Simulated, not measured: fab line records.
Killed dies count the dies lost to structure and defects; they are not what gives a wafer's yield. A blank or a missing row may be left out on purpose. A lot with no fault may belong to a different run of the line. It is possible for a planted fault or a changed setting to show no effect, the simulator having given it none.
Comparing a struck lot with a sound one || flow sky130 || 27 out of 708 route steps
Sound: wafers L321.4, L321.5, L321.6. Wafers struck: L332.1, L332.2, L332.4. The cause is given at the end.
Per side, at each step with rows, come the tool, then ch with its chambers, and then its first start. Under that, the readings that differ: sound wafers || struck wafers || difference of the means || sigmas: that difference in standard deviations of wafers without a fault.
alike: readings with means less than 2 such deviations apart, plus words and numbers identical on both sides. not compared: withheld readings, readings lacking a value on some wafer, bounds such as >300 that could conceal the same value, and numbers that have no deviation in the record and whose values overlap.
The two part at a step that has a row with sigmas, a row that says differs or no value, or rows on one side only. Non-overlapping numbers with no deviation appear without sigmas and do not part them. Lack of a reading on every wafer of one side parts them only where that side has two or more wafers.

first, 5 steps without rows for these wafers: SKY_GATE_OXIDE_COAT_05 (resist thk 1140 nm); SKY_GATE_OXIDE_SOFTBAKE_06 (time 58.68 s); SKY_GATE_OXIDE_EXPOSE_07 (exposes mask LVOM, target cd 600 nm); SKY_GATE_OXIDE_PEB_08; SKY_GATE_OXIDE_DEVELOP_09 (develop time 60 s).
SKY_GATE_OXIDE_OVL_MEAS_10:
  sound on overlay-02 at day 14 13:45; struck on overlay-01 at day 18 06:23
  alike: GATE_OXIDE_OVL
then, 2 steps without rows for these wafers: SKY_GATE_OXIDE_IMPLANT_11; SKY_GATE_OXIDE_WET_ETCH_12 (etches SiO2 in dHF, target depth 16.8 nm, time 336 s).
SKY_GATE_OXIDE_STRIP_13: strips in O2/N2.
  sound on plasma asher-03 ch 0,1, day 14 14:06; struck on plasma asher-03 ch 0,1, day 18 06:41
  alike: drypump motor current A, oes product au, strip time to endpoint s
  not compared: rf hours counter h
SKY_GATE_OXIDE_TW_MEAS_14:
  sound on film metro-04 at day 14 14:12; struck on film metro-01 at day 18 06:47
  alike: GATE_OXIDE_TW
then, 2 steps without rows for these wafers: SKY_GATE_OXIDE_CLEAN_15 (cleans in SC1/SC2, time 150 s); SKY_GATE_OXIDE_OXIDATION_16 (stabilise 600 s, purge 300 s, target thk 3.57 nm).
SKY_POLY_GATE_CVD_00: deposits poly-Si, target thk 180 nm, time 720 s.
  sound on lpcvd-01 ch 0, day 14 19:06; struck on lpcvd-01 ch 1, day 18 11:31
{"reading": "model.poly-Si_of_POLY_GATE_CVD_00.thk nm (nm)", "sound": "180.3 179.1 179.9", "struck": "254.4 254.7 255.2", "difference": "+75.0", "sigmas": ""}
  alike: spike tc centre C, spike tc lower C
SKY_POLY_GATE_THK_MEAS_01:
  sound on film metro-02 at day 14 20:20; struck on film metro-01 at day 18 12:43
{"reading": "POLY_GATE_CVD_00_THK (nm)", "sound": "180.4 179.2 180.0", "struck": "254.4 254.8 255.2", "difference": "+74.9", "sigmas": "+47"}
then, 8 steps without rows for these wafers: SKY_RES_PROTECT_DEHYDRATE_00 (time 60 s); SKY_RES_PROTECT_HMDS_01 (prime time 60 s); SKY_RES_PROTECT_COAT_02 (resist thk 1140 nm); SKY_RES_PROTECT_SOFTBAKE_03 (time 60 s); SKY_RES_PROTECT_EXPOSE_04 (exposes mask RPM, target cd 1270 nm); SKY_RES_PROTECT_PEB_05; SKY_RES_PROTECT_DEVELOP_06 (develop time 60 s); SKY_POLY_GATE_IMPLANT_02.
SKY_RES_PROTECT_STRIP_07: strips in O2/N2.
  sound on plasma asher-01 ch 0,1, day 15 23:49; struck on plasma asher-01 ch 0,1, day 19 18:26
  alike: drypump motor current A, oes product au, strip time to endpoint s
  not compared: rf hours counter h
SKY_RES_PROTECT_TW_MEAS_08:
  sound on film metro-01 at day 15 23:55; struck on film metro-04 at day 19 18:32
  alike: POLY_GATE_TW
SKY_RES_PROTECT_CLEAN_09: cleans in SC1/SC2, time 150 s.
  sound on wet bench-03 ch 0, day 15 23:57; struck on wet bench-04 ch 1, day 19 18:36
{"reading": "model.poly-Si_of_POLY_GATE_CVD_00.thk nm (nm)", "sound": "179.7 178.5 179.3", "struck": "253.8 254.1 254.5", "difference": "+75.0", "sigmas": ""}
  alike: bath heat duty pct
then, 1 step without rows for these wafers: SKY_POLY_GATE_CVD_03 (deposits Si3N4 from DCS/NH3, target thk 75 nm, time 1290 s).
-- a jump in the record: the struck wafers' starts before and after are 29 days apart (it breaks off in module POLY_GATE and resumes in module PAD_OPEN, where the first step shown is number 708 of the route) --
SKY_PAD_OPEN_PROBE_99:
  sound on prober-02 at day 46 13:06; struck on prober-01 at day 48 22:25
{"reading": "model.etest.res xhigh po.line ohm um", "sound": "5640 5652 5519", "struck": "7017 6262 6742", "difference": "+1070", "sigmas": ""}
{"reading": "model.etest.res xhigh po.rs ohm sq", "sound": "1980 1991 1960", "struck": "2564 2266 2380", "difference": "+426", "sigmas": ""}
{"reading": "model.etest.tip sonos.rs ohm sq", "sound": "2683 2766 2739", "struck": "2852 2815 2782", "difference": "+87", "sigmas": ""}
{"reading": "model.etest.res high po.line ohm um", "sound": "752.6 749 743.3", "struck": "651.6 612.5 630", "difference": -116.9, "sigmas": ""}
{"reading": "model.etest.licon high po.rc ohm", "sound": "343.7 353.3 349.4", "struck": "457.4 426.4 426.2", "difference": "+87.9", "sigmas": ""}
{"reading": "model.etest.res poly.line ohm um", "sound": "525.8 506.2 499.1", "struck": "406.7 384.1 397.8", "difference": -114.2, "sigmas": ""}
{"reading": "model.etest.res high po.rs ohm sq", "sound": "257.5 263.3 258", "struck": "229.4 216.9 222.3", "difference": -36.7, "sigmas": ""}
{"reading": "model.etest.licon poly.rc ohm", "sound": "152.1 149 149.1", "struck": "176.1 173.4 170.9", "difference": "+23.4", "sigmas": ""}

WHERE THEY PART
Only at SKY_POLY_GATE_THK_MEAS_01, within this record. Later steps at which nothing parts them and some readings are alike: SKY_RES_PROTECT_STRIP_07, SKY_RES_PROTECT_TW_MEAS_08, SKY_RES_PROTECT_CLEAN_09.

WHY: the cause the simulator had injected
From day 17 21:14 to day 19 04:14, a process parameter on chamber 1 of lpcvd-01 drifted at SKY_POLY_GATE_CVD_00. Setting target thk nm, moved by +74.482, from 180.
